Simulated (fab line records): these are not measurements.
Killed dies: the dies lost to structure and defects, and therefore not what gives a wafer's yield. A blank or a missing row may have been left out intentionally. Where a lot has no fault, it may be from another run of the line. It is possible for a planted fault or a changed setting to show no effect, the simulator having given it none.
Tool commonality check + flow sky130 + 30 wafers sampled across 10 lots

== WHY IT WAS OPENED ==
SKY_SD_N_RS_MEAS_16, reading SD_N_RS: flagged on 2 of 10 lots. No-fault wafers: 68.62 ohm/sq, standard deviation 0.11.
Rule: a lot is flagged when every wafer of it that has a number lies more than 4 standard deviations from that mean, or none has a number. All remaining lots are regarded as sound.

| lot  | measured     | on           | SD_N_RS (ohm/sq), wafer by wafer | flag    |
|------|--------------|--------------|----------------------------------|---------|
| L470 | day 28 21:09 | filmMetro-04 | 68.69 68.45 68.55                |         |
| L474 | day 30 03:22 | filmMetro-02 | 68.48 68.61 68.68                |         |
| L475 | day 31 08:38 | filmMetro-03 | 68.48 68.57 68.67                |         |
| L477 | day 31 15:41 | filmMetro-04 | 68.63 68.66 68.69                |         |
| L476 | day 31 18:37 | filmMetro-03 | 68.39 68.51 68.69                |         |
| L486 | day 34 01:19 | filmMetro-04 | 75.57 75.47 75.31                | FLAGGED |
| L487 | day 34 13:40 | filmMetro-02 | 75.34 75.32 75.25                | FLAGGED |
| L489 | day 34 23:58 | filmMetro-03 | 68.66 68.48 68.55                |         |
| L490 | day 35 09:25 | filmMetro-02 | 68.49 68.66 68.76                |         |
| L491 | day 35 13:44 | filmMetro-03 | 68.63 68.59 68.53                |         |
On average the flagged lots' numbers are 75.38 ohm/sq, which is +6.76 ohm/sq against the usual, or +61 standard deviations.

== WHICH TOOL RAN EACH LOT ==
2 process steps preceding the reading are held in the record, out of 708 steps in the route. Each cell gives the tool, then ch followed by the chambers the sampled wafers passed through, then the start.
| lot  | flag    | SKY_SD_N_IMPLANT_09             | SKY_SD_N_STRIP_11                   |
|------|---------|---------------------------------|-------------------------------------|
| L470 |         | implanter-04 ch 0, day 28 20:28 | plasmaAsher-01 ch 0,1, day 28 20:46 |
| L474 |         | implanter-01 ch 0, day 30 02:41 | plasmaAsher-04 ch 0,1, day 30 02:59 |
| L475 |         | implanter-04 ch 0, day 31 07:57 | plasmaAsher-04 ch 0,1, day 31 08:13 |
| L477 |         | implanter-01 ch 0, day 31 15:00 | plasmaAsher-01 ch 0,1, day 31 15:18 |
| L476 |         | implanter-03 ch 0, day 31 17:55 | plasmaAsher-03 ch 0,1, day 31 18:13 |
| L486 | FLAGGED | implanter-01 ch 0, day 34 00:37 | plasmaAsher-01 ch 0,1, day 34 00:55 |
| L487 | FLAGGED | implanter-01 ch 0, day 34 12:58 | plasmaAsher-01 ch 0,1, day 34 13:16 |
| L489 |         | implanter-03 ch 0, day 34 23:13 | plasmaAsher-01 ch 0,1, day 34 23:31 |
| L490 |         | implanter-03 ch 0, day 35 08:44 | plasmaAsher-01 ch 0,1, day 35 09:01 |
| L491 |         | implanter-04 ch 0, day 35 13:02 | plasmaAsher-03 ch 0,1, day 35 13:20 |
What is done by these steps:
- SKY_SD_N_IMPLANT_09
- SKY_SD_N_STRIP_11: strips in O2/N2.
- SKY_SD_N_RS_MEAS_16: measures by four-point-probe.

== FLAGGED OVER TOTAL, TOOL BY TOOL (the gauges that took the reading come last) ==
| step                | tool           | lots run | flagged | share of the flagged lots | sound lots run after its first flagged lot |
|---------------------|----------------|----------|---------|---------------------------|--------------------------------------------|
| SKY_SD_N_IMPLANT_09 | implanter-01   | 4        | 2       | all                       | 0                                          |
| SKY_SD_N_IMPLANT_09 | implanter-03   | 3        | 0       | none                      | -                                          |
| SKY_SD_N_IMPLANT_09 | implanter-04   | 3        | 0       | none                      | -                                          |
| SKY_SD_N_STRIP_11   | plasmaAsher-01 | 6        | 2       | all                       | 2 (L489,L490)                              |
| SKY_SD_N_STRIP_11   | plasmaAsher-03 | 2        | 0       | none                      | -                                          |
| SKY_SD_N_STRIP_11   | plasmaAsher-04 | 2        | 0       | none                      | -                                          |
| SKY_SD_N_RS_MEAS_16 | filmMetro-02   | 3        | 1       | some                      | 1 (L490)                                   |
| SKY_SD_N_RS_MEAS_16 | filmMetro-03   | 4        | 0       | none                      | -                                          |
| SKY_SD_N_RS_MEAS_16 | filmMetro-04   | 3        | 1       | some                      | 0                                          |

== WHAT THE TABLE PERMITS ==
2 rows of the table ran every flagged lot: implanter-01 at SKY_SD_N_IMPLANT_09, plasmaAsher-01 at SKY_SD_N_STRIP_11.
- implanter-01 at SKY_SD_N_IMPLANT_09: 2 of its 4 lots flagged. A fault beginning between L477 (day 31 15:00), its last sound lot, and L486 (day 34 00:37), its first flagged one, fits the data. Its own readings lie more than 4 standard deviations out on every wafer of the flagged lots: doseIonsCm2.
- plasmaAsher-01 at SKY_SD_N_STRIP_11: 2 of its 6 lots flagged. After the first flagged lot (L489, L490), sound lots still ran on it; a lasting fault on the whole tool would not permit that. Its own readings lie more than 4 standard deviations out on every wafer of the flagged lots: oesProductAu, stripTimeToEndpointS.
Just one tool remains: implanter-01 at SKY_SD_N_IMPLANT_09.

== WHAT THE SIMULATOR HAD INSERTED ==
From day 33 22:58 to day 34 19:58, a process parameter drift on implanter-01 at SKY_SD_N_IMPLANT_09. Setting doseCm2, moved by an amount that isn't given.
Struck lots among those shown: L486, L487. This agrees with what the rule above found.
